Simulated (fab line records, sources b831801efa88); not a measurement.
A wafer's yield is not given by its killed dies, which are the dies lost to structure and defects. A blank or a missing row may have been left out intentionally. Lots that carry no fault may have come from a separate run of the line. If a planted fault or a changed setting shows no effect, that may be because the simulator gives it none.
The tool behind it: which one? | flow sky130 | 13 lots with 39 wafers sampled at 5 steps, on a route of 708 steps

## WHAT EACH GAUGE READ, for each wafer
SKY_VT_ADJUST_NCORE_CD_MEAS_07: target cd 380 nm. Usual: cd_nm 380.3 nm, standard deviation 2.7.
lot  | measured     | on        | cd_nm (nm)        | flag
L131 | day 8 14:22  | cd_sem-02 | 378.3 379.2 379.2 |
L132 | day 8 17:41  | cd_sem-02 | 381.3 380.0 378.5 |
L133 | day 9 02:30  | cd_sem-01 | 387.7 384.4 386.7 |
L134 | day 9 08:24  | cd_sem-01 | 380.7 378.4 378.8 |
L135 | day 9 14:41  | cd_sem-02 | 381.2 378.3 381.4 |
L136 | day 9 23:45  | cd_sem-02 | 385.9 387.7 385.4 |
L140 | day 11 06:55 | cd_sem-01 | 383.4 380.8 382.2 |
L146 | day 12 22:19 | cd_sem-02 | 377.4 377.8 379.5 |
L147 | day 13 08:35 | cd_sem-01 | 379.0 377.4 377.4 |
L148 | day 13 13:52 | cd_sem-02 | 382.8 379.7 381.7 |
L150 | day 14 04:50 | cd_sem-01 | 381.0 381.7 381.4 |
L151 | day 14 17:44 | cd_sem-01 | 379.3 381.2 379.5 |
L153 | day 15 10:14 | cd_sem-01 | 375.5 377.0 378.3 |

SKY_VT_ADJUST_HVTR_CD_MEAS_07: target cd 380 nm. Usual: cd_nm 380.7 nm, standard deviation 2.1.
lot  | measured     | on        | cd_nm (nm)        | flag
L131 | day 9 11:20  | cd_sem-01 | 379.4 378.1 378.1 |
L132 | day 9 15:13  | cd_sem-01 | 378.8 379.0 377.9 |
L133 | day 10 00:39 | cd_sem-02 | 379.5 379.7 378.8 |
L134 | day 10 06:57 | cd_sem-02 | 379.5 379.6 379.7 |
L135 | day 10 12:46 | cd_sem-02 | 381.5 385.8 384.5 |
L136 | day 10 22:53 | cd_sem-02 | 383.9 383.2 382.2 |
L140 | day 12 06:54 | cd_sem-02 | 383.4 384.7 384.0 |
L146 | day 14 00:01 | cd_sem-01 | 383.2 381.8 383.9 |
L147 | day 14 10:43 | cd_sem-02 | 381.6 381.2 381.5 |
L148 | day 14 15:58 | cd_sem-02 | 379.4 381.9 380.1 |
L150 | day 15 07:35 | cd_sem-01 | 378.7 376.7 377.8 |
L151 | day 15 21:29 | cd_sem-02 | 379.8 379.4 380.6 |
L153 | day 16 14:56 | cd_sem-01 | 381.3 380.7 381.9 |

SKY_SONOS_TUNNEL_OVL_MEAS_08. Usual: SONOS_TUNNEL_OVL gives 0.2 nm (standard deviation 1.5).
lot  | measured     | on         | SONOS_TUNNEL_OVL (nm) | flag
L131 | day 11 09:32 | overlay-01 | 1.9 2.9 2.2           |
L132 | day 11 13:46 | overlay-01 | 2.4 2.3 3.5           |
L133 | day 11 23:40 | overlay-01 | -1.0 -0.5 0.2         |
L134 | day 12 06:14 | overlay-02 | -0.4 0.0 -0.7         |
L135 | day 12 12:52 | overlay-01 | 0.2 0.2 -0.4          |
L136 | day 12 23:53 | overlay-01 | -1.3 2.0 2.5          |
L140 | day 14 10:40 | overlay-02 | -0.7 -0.7 -0.6        |
L146 | day 16 07:06 | overlay-02 | -2.1 -2.2 -3.2        |
L147 | day 16 18:37 | overlay-01 | -1.1 -0.9 -0.5        |
L148 | day 16 23:42 | overlay-01 | 2.2 2.5 3.3           |
L150 | day 17 17:13 | overlay-02 | -0.3 -0.2 -1.9        |
L151 | day 18 07:58 | overlay-02 | 0.0 1.1 0.5           |
L153 | day 19 02:24 | overlay-01 | -0.4 0.4 0.0          |

SKY_GATE_OXIDE_TW_MEAS_14. Usual: GATE_OXIDE_TW gives 225.1 (standard deviation 1.8).
lot  | measured     | on            | GATE_OXIDE_TW                       | flag
L131 | day 13 16:40 | film_metro-03 | 220.4 220.5 220.3                   |
L132 | day 13 22:38 | film_metro-04 | 225.9 226.3 226.7                   |
L133 | day 14 10:23 | film_metro-02 | 224.3 223.6 223.8                   |
L134 | day 14 19:37 | film_metro-04 | 227.3 226.9 227.8                   |
L135 | day 15 01:15 | film_metro-04 | 226.8 225.6 226.9                   |
L136 | day 15 11:44 | film_metro-04 | 277.1 276.5 277.6 276.5 275.9 277.4 | OFF
L140 | day 17 00:42 | film_metro-02 | 274.7 275.4 274.1 275.1 273.3 275.6 | OFF
L146 | day 19 10:02 | film_metro-04 | 227.0 226.4 225.6                   |
L147 | day 19 17:15 | film_metro-03 | 223.7 223.5 221.6                   |
L148 | day 19 20:32 | film_metro-03 | 223.6 223.6 223.6                   |
L150 | day 21 00:53 | film_metro-03 | 225.6 224.2 225.2                   |
L151 | day 21 07:38 | film_metro-02 | 225.2 223.7 225.8                   |
L153 | day 22 01:06 | film_metro-02 | 224.9 223.0 223.9                   |

## TOOL THAT RAN EACH LOT (tool first, then ch and the chambers of the sampled wafers, then the start)
lot  | SKY_GATE_OXIDE_IMPLANT_11
L131 | implanter-02 ch 0, day 13 16:20
L132 | implanter-02 ch 0, day 13 22:18
L133 | implanter-01 ch 0, day 14 10:02
L134 | implanter-03 ch 0, day 14 19:16
L135 | implanter-03 ch 0, day 15 00:55
L136 | implanter-02 ch 0, day 15 10:49
L140 | implanter-01 ch 0, day 16 23:56
L146 | implanter-02 ch 0, day 19 09:42
L147 | implanter-02 ch 0, day 19 16:54
L148 | implanter-01 ch 0, day 19 20:12
L150 | implanter-02 ch 0, day 21 00:32
L151 | implanter-03 ch 0, day 21 07:19
L153 | implanter-01 ch 0, day 22 00:47
- SKY_GATE_OXIDE_IMPLANT_11

## WHAT THE TOOLS THEMSELVES READ (means of the sampled wafers that have a number; where no wafer has one, the mark that the record gives instead)
SKY_GATE_OXIDE_IMPLANT_11. Usual: faraday_current_uA 14.66, standard deviation 0.28.
lot  | tool         | faraday_current_uA | flag
L131 | implanter-02 | 14.86              |
L132 | implanter-02 | 14.89              |
L133 | implanter-01 | 14.48              |
L134 | implanter-03 | 14.65              |
L135 | implanter-03 | 14.48              |
L136 | implanter-02 | 14.70              |
L140 | implanter-01 | 14.63              |
L146 | implanter-02 | 14.63              |
L147 | implanter-02 | 14.88              |
L148 | implanter-01 | 14.66              |
L150 | implanter-02 | 14.35              |
L151 | implanter-03 | 14.83              |
L153 | implanter-01 | 14.58              |

## THE ANSWER, worked out from the rows above alone
Rule: a lot is off if the mean of its wafers that have a number lies more than 3 standard deviations from the usual mean. Also off: a lot with no number at a reading for which 4 or more lots have one. Where the step has rows for the other lots, those lots are counted as sound. After the gauges, taken in route order, come the tools' own readings; for these a lot's mean is taken, as printed above. The first step at which some lot is off is used, and at that step the reading that is off furthest; a lot without a number counts as furthest.
Off: at SKY_GATE_OXIDE_TW_MEAS_14 (GATE_OXIDE_TW), L136, L140.
A tool fits if, at a process step before that reading, it ran every lot that is off, and no sound lot after the first of them. Those tools and the gauges at SKY_GATE_OXIDE_TW_MEAS_14 are tried in the same way. Not one of the candidates tried fits.

## WHAT WAS PUT IN BY THE SIMULATOR
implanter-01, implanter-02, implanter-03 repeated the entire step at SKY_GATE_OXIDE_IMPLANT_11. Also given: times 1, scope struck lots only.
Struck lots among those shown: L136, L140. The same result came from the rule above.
